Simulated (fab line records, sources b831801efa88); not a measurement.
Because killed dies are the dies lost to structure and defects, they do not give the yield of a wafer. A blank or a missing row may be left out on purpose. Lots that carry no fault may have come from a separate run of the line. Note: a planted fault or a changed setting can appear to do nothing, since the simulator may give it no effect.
What tool caused it?    flow sky130    13 lots with 39 wafers sampled at 5 steps, on a route of 708 steps

WHAT THE GAUGES SHOWED, per wafer
The record lacks any reading of a measuring or inspecting step that a usual standard deviation could be used to judge.

TOOL THAT RAN EACH LOT (tool first, then ch and the chambers of the sampled wafers, then the start)
lot   SKY_FIELD_ISO_WET_ETCH_29      SKY_VIA4_ETCH_12                   SKY_VIA4_CVD_18               SKY_METAL5_STRIP_16                  SKY_PAD_OPEN_PROBE_99
L459  wetBench-02 ch 1, day 2 11:17  rieDiel-04 ch 0,1,3, day 43 01:02  cvdW-01 ch 0,1, day 43 01:49  plasmaAsher-02 ch 0,1, day 44 00:59  -
L461  wetBench-02 ch 1, day 2 21:52  rieDiel-03 ch 1,2, day 43 07:40    cvdW-01 ch 0,1, day 43 08:32  plasmaAsher-04 ch 0,1, day 44 08:04  -
L462  wetBench-02 ch 1, day 3 02:35  rieDiel-01 ch 0,1,3, day 43 13:04  cvdW-01 ch 0,1, day 43 13:50  plasmaAsher-04 ch 0,1, day 44 12:08  -
L463  wetBench-01 ch 1, day 3 07:42  rieDiel-01 ch 0,2,3, day 43 19:52  cvdW-02 ch 0,1, day 43 20:36  plasmaAsher-02 ch 0,1, day 44 19:53  -
L464  wetBench-02 ch 3, day 3 14:23  rieDiel-04 ch 0,1,3, day 44 00:25  cvdW-02 ch 0,1, day 44 01:11  plasmaAsher-02 ch 0,1, day 45 00:47  -
L465  wetBench-03 ch 0, day 3 16:49  rieDiel-03 ch 1,2, day 44 05:25    cvdW-01 ch 0,1, day 44 06:12  plasmaAsher-04 ch 0,1, day 45 05:07  -
L466  wetBench-01 ch 3, day 3 23:40  rieDiel-03 ch 0,3, day 44 07:50    cvdW-01 ch 0,1, day 44 08:34  plasmaAsher-02 ch 0,1, day 45 07:34  -
L467  wetBench-03 ch 2, day 4 06:56  rieDiel-01 ch 0,1, day 44 22:14    cvdW-02 ch 0,1, day 44 22:58  plasmaAsher-03 ch 0,1, day 45 21:23  -
L471  wetBench-03 ch 1, day 5 00:46  rieDiel-03 ch 0,3, day 46 01:04    cvdW-01 ch 0,1, day 46 01:47  plasmaAsher-03 ch 0, day 46 23:31    prober-02, day 48 17:43
L474  wetBench-03 ch 1, day 5 18:49  rieDiel-03 ch 2,3, day 46 20:07    cvdW-02 ch 0,1, day 46 20:50  plasmaAsher-02 ch 1, day 47 17:28    prober-02, day 49 08:30
L477  wetBench-02 ch 0, day 6 14:01  rieDiel-01 ch 0,1,3, day 47 18:02  cvdW-01 ch 0,1, day 47 18:46  plasmaAsher-04 ch 0,1, day 48 14:28  -
L478  wetBench-02 ch 0, day 6 14:01  rieDiel-01 ch 0,1,2, day 47 15:29  cvdW-01 ch 0,1, day 47 16:13  plasmaAsher-02 ch 0,1, day 48 12:26  -
L479  wetBench-01 ch 0, day 6 17:01  rieDiel-04 ch 2,3, day 47 21:44    cvdW-01 ch 0,1, day 47 22:28  plasmaAsher-04 ch 0,1, day 48 17:58  -
- SKY_FIELD_ISO_WET_ETCH_29: etches Si3N4 in H3PO4, target depth 160 nm, time 1825 s.
- SKY_VIA4_ETCH_12: etches SiO2 in C4F8/O2/Ar, stops on TiN, target depth 580 nm.
- SKY_VIA4_CVD_18: deposits W, target thk 505 nm, time 152.14 s.
- SKY_METAL5_STRIP_16: strips in O2/N2.
- SKY_PAD_OPEN_PROBE_99

AS READ BY THE TOOLS THEMSELVES (means over the sampled wafers that have a number; for cases with no such wafer, the mark the record gives instead)
SKY_FIELD_ISO_WET_ETCH_29.
lot   tool         tempC (C)
L459  wetBench-02  159.96
L461  wetBench-02  160.13
L462  wetBench-02  159.93
L463  wetBench-01  159.86
L464  wetBench-02  159.88
L465  wetBench-03  160.08
L466  wetBench-01  159.75
L467  wetBench-03  159.85
L471  wetBench-03  159.84
L474  wetBench-03  160.07
L477  wetBench-02  159.93
L478  wetBench-02  160.07
L479  wetBench-01  159.96

SKY_VIA4_ETCH_12.
lot   tool        oesProductAu (a.u.)
L459  rieDiel-04  0.939
L461  rieDiel-03  0.936
L462  rieDiel-01  0.938
L463  rieDiel-01  0.937
L464  rieDiel-04  0.939
L465  rieDiel-03  0.937
L466  rieDiel-03  0.939
L467  rieDiel-01  0.945
L471  rieDiel-03  0.933
L474  rieDiel-03  0.942
L477  rieDiel-01  0.941
L478  rieDiel-01  0.939
L479  rieDiel-04  0.942

SKY_VIA4_CVD_18.
lot   tool     heaterPowerOuterW (W)  heaterPowerW (W)
L459  cvdW-01  532                    862
L461  cvdW-01  526                    867
L462  cvdW-01  529                    843
L463  cvdW-02  538                    873
L464  cvdW-02  528                    878
L465  cvdW-01  533                    849
L466  cvdW-01  531                    845
L467  cvdW-02  529                    882
L471  cvdW-01  534                    856
L474  cvdW-02  539                    879
L477  cvdW-01  523                    854
L478  cvdW-01  540                    868
L479  cvdW-01  540                    859

SKY_METAL5_STRIP_16.
lot   tool            drypumpMotorCurrentA (A)  o2FlowSccm (sccm)  oesProductAu (a.u.)  stripTimeToEndpointS (s)
L459  plasmaAsher-02  6.1                       2992               0.713                13.17
L461  plasmaAsher-04  5.8                       2998               0.713                13.15
L462  plasmaAsher-04  5.8                       2996               0.711                13.13
L463  plasmaAsher-02  5.8                       3012               0.710                13.06
L464  plasmaAsher-02  6.1                       2998               0.710                13.18
L465  plasmaAsher-04  5.5                       2996               0.707                13.13
L466  plasmaAsher-02  5.7                       3001               0.715                13.08
L467  plasmaAsher-03  6.2                       3000               0.713                13.01
L471  plasmaAsher-03  5.5                       2996               0.710                13.06
L474  plasmaAsher-02  6.4                       2991               0.709                12.96
L477  plasmaAsher-04  5.5                       3005               0.712                13.13
L478  plasmaAsher-02  5.7                       3017               0.713                13.01
L479  plasmaAsher-04  5.8                       3010               0.706                13.14

SKY_PAD_OPEN_PROBE_99.
lot   tool       killed_at_M0_to_M3  killed_at_M4_up  killedAtContacts  killedAtFrontEnd  killedAtOther  killedDies  killedOpen  killedShort
L471  prober-02  32                  1.7              26                67                1.0            127         35          36
L474  prober-02  36                  3.3              24                69                0.7            133         45          29

THE ANSWER, worked out from the rows above alone
Rule: what is usual is taken from the lots themselves. The widest of any qualifying gaps counts: lots, ordered by their means at a reading, are off when they make up no more than a third of the lots, leave a main group of 4 or more, and stand apart from it by 3 or more times the standard deviation of that group's means. Not used: any main group whose means are identical at the precision the tables above print for the reading. A lot without any number at a reading at which 4 lots or more have one is off too. All remaining lots with rows at the step are treated as sound. Order of review: gauges by route order, followed by the tools' own readings, for which a lot's mean as printed above is used. The first step at which some lot is off is used, and at that step the reading that is off furthest; a lot without a number counts as furthest.
Nothing can be told from this: no lot is off at any reading shown.

WHAT THE SIMULATOR PUT IN
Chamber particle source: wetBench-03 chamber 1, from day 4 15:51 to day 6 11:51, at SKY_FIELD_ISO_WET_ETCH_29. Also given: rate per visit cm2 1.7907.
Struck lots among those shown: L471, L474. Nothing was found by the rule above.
